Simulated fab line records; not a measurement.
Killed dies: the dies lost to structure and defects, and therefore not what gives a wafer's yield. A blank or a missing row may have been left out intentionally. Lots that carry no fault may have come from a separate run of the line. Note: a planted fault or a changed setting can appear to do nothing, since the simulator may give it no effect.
The tool behind it: which one?    flow gf180mcu    Sampling: 12 lots, 36 wafers, 6 of 602 route steps

WHAT EACH GAUGE READ, for each wafer
GF_PSD_TW_MEAS_11.
lot   measured      on             PSD_TW
L608  day 14 07:29  film_metro-01  3167 3173 3165
L613  day 15 21:28  film_metro-04  3201 3201 3208
L615  day 16 16:39  film_metro-04  3193 3212 3213
L617  day 17 09:55  film_metro-04  3196 3200 3216
L618  day 17 20:27  film_metro-03  3207 3189 3197
L619  day 18 00:35  film_metro-03  3617 3633 3600
L620  day 18 14:30  film_metro-04  3221 3242 3214
L621  day 18 14:53  film_metro-04  3225 3204 3220
L622  day 19 20:28  film_metro-03  3164 3164 3167
L623  day 20 09:30  film_metro-04  3586 3607 3587
L627  day 20 17:26  film_metro-04  3610 3612 3621
L631  day 22 18:43  film_metro-01  3180 3180 3172

GF_PSD_RS_MEAS_15: measures by four-point-probe.
lot   measured      on             PSD_RS (ohm/sq)
L608  day 14 07:49  film_metro-03  108.20 108.42 108.23
L613  day 15 21:47  film_metro-03  108.67 108.73 108.71
L615  day 16 17:03  film_metro-01  107.85 108.22 108.42
L617  day 17 10:13  film_metro-03  108.59 108.53 108.72
L618  day 17 20:46  film_metro-04  108.93 109.13 108.70
L619  day 18 01:02  film_metro-01  97.97 98.53 98.26
L620  day 18 14:49  film_metro-03  108.61 108.36 108.75
L621  day 18 15:13  film_metro-04  108.81 109.21 108.86
L622  day 19 20:46  film_metro-04  109.00 108.94 108.98
L623  day 20 09:56  film_metro-01  97.59 97.98 97.65
L627  day 20 17:46  film_metro-03  97.97 97.93 98.32
L631  day 22 19:02  film_metro-03  108.81 108.58 108.47

GF_M1_THK_MEAS_06: measures by xrf.
lot   measured      on             M1_ALCU_THK (nm)
L608  day 16 06:43  film_metro-04  446 450 453
L613  day 17 21:48  film_metro-03  445 454 446
L615  day 18 19:51  film_metro-03  440 436 444
L617  day 19 13:45  film_metro-03  442 438 443
L618  day 20 00:36  film_metro-03  449 443 446
L619  day 20 04:07  film_metro-04  447 443 447
L620  day 20 18:29  film_metro-04  451 451 454
L621  day 20 19:31  film_metro-01  447 444 443
L622  day 22 01:11  film_metro-03  436 440 439
L623  day 22 12:47  film_metro-03  438 436 431
L627  day 22 20:29  film_metro-01  445 452 453
L631  day 24 20:00  film_metro-03  446 444 444

GF_V1_THK_MEAS_01.
lot   measured      on             V1_CVD_00_THK (nm)
L608  day 17 06:46  film_metro-01  599 599 606
L613  day 18 22:24  film_metro-03  602 594 594
L615  day 19 21:15  film_metro-01  591 590 593
L617  day 20 14:42  film_metro-03  603 613 614
L618  day 21 01:30  film_metro-03  603 599 598
L619  day 21 05:37  film_metro-03  603 606 604
L620  day 21 18:59  film_metro-03  607 601 601
L621  day 21 20:37  film_metro-02  603 591 601
L622  day 23 00:44  film_metro-01  598 598 602
L623  day 23 12:24  film_metro-03  601 601 599
L627  day 23 20:37  film_metro-02  605 604 607
L631  day 25 17:56  film_metro-01  599 597 590

TOOL THAT RAN EACH LOT (tool first, then ch and the chambers of the sampled wafers, then the start)
lot   GF_PSD_IMPLANT_09                GF_PSD_STRIP_10
L608  implanter-03 ch 0, day 14 07:16  plasma_asher-01 ch 0,1, day 14 07:24
L613  implanter-04 ch 0, day 15 21:07  plasma_asher-04 ch 1, day 15 21:22
L615  implanter-03 ch 0, day 16 16:24  plasma_asher-04 ch 0,1, day 16 16:33
L617  implanter-04 ch 0, day 17 09:40  plasma_asher-01 ch 0,1, day 17 09:49
L618  implanter-03 ch 0, day 17 20:12  plasma_asher-01 ch 0,1, day 17 20:21
L619  implanter-03 ch 0, day 18 00:03  plasma_asher-01 ch 0,1, day 18 00:30
L620  implanter-04 ch 0, day 18 14:15  plasma_asher-02 ch 0, day 18 14:24
L621  implanter-02 ch 0, day 18 14:40  plasma_asher-01 ch 0,1, day 18 14:48
L622  implanter-02 ch 0, day 19 20:13  plasma_asher-02 ch 0,1, day 19 20:22
L623  implanter-03 ch 0, day 20 08:58  plasma_asher-04 ch 0,1, day 20 09:25
L627  implanter-03 ch 0, day 20 16:53  plasma_asher-02 ch 0,1, day 20 17:19
L631  implanter-02 ch 0, day 22 18:28  plasma_asher-04 ch 0,1, day 22 18:37
- GF_PSD_IMPLANT_09
- GF_PSD_STRIP_10: strips in O2/N2.

AS READ BY THE TOOLS THEMSELVES (means over the sampled wafers that have a number; for cases with no such wafer, the mark the record gives instead)
GF_PSD_IMPLANT_09.
lot   tool          faraday_current_uA
L608  implanter-03  8272
L613  implanter-04  8378
L615  implanter-03  8210
L617  implanter-04  8091
L618  implanter-03  8391
L619  implanter-03  8220
L620  implanter-04  8369
L621  implanter-02  8288
L622  implanter-02  8276
L623  implanter-03  8162
L627  implanter-03  8329
L631  implanter-02  8202

GF_PSD_STRIP_10.
lot   tool             drypump_motor_current_A (A)  heater_power_w (W)  oes_product_au (a.u.)  strip_time_to_endpoint_s (s)
L608  plasma_asher-01  5.0                          371                 0.590                  16.54
L613  plasma_asher-04  6.4                          342                 0.592                  16.50
L615  plasma_asher-04  5.9                          331                 0.593                  16.54
L617  plasma_asher-01  5.0                          370                 0.591                  16.50
L618  plasma_asher-01  5.0                          368                 0.594                  16.50
L619  plasma_asher-01  5.0                          369                 0.550                  18.86
L620  plasma_asher-02  5.6                          275                 0.594                  16.56
L621  plasma_asher-01  5.0                          369                 0.599                  16.48
L622  plasma_asher-02  5.7                          299                 0.590                  16.47
L623  plasma_asher-04  6.2                          328                 0.544                  18.90
L627  plasma_asher-02  5.7                          315                 0.552                  18.92
L631  plasma_asher-04  6.2                          326                 0.590                  16.57

THE ANSWER, worked out from the rows above alone
Rule: the lots themselves supply what counts as usual. The widest of any qualifying gaps counts: lots, ordered by their means at a reading, are off when they make up no more than a third of the lots, leave a main group of 4 or more, and stand apart from it by 3 or more times the standard deviation of that group's means. A main group is skipped when, at the precision printed for the reading in the tables above, its means are all equal. Also off: a lot with no number at a reading for which 4 or more lots have one. The other lots that the step has rows for count as sound. Order of review: gauges by route order, followed by the tools' own readings, for which a lot's mean as printed above is used. At the first step where some lot is off, the reading lying furthest off is the one used; lots without a number count as furthest.
Off: L619, L623, L627, seen at GF_PSD_TW_MEAS_11 (PSD_TW). Mean 3196 and standard deviation 20 in the main group.
If a tool, at a process step before that reading, ran all the lots that are off and no sound lot after the first of them, it fits. The gauges at GF_PSD_TW_MEAS_11 aren't tried: what is off there is off at GF_PSD_STRIP_10 too, on other tools, and a gauge's error can't cause that. One fits: GF_PSD_IMPLANT_09 on implanter-03. A fault onset in the window from L618 (day 17 20:12, its last sound lot) to L619 (day 18 00:03, its first lot off) fits.

WHAT THE SIMULATOR HAD INSERTED
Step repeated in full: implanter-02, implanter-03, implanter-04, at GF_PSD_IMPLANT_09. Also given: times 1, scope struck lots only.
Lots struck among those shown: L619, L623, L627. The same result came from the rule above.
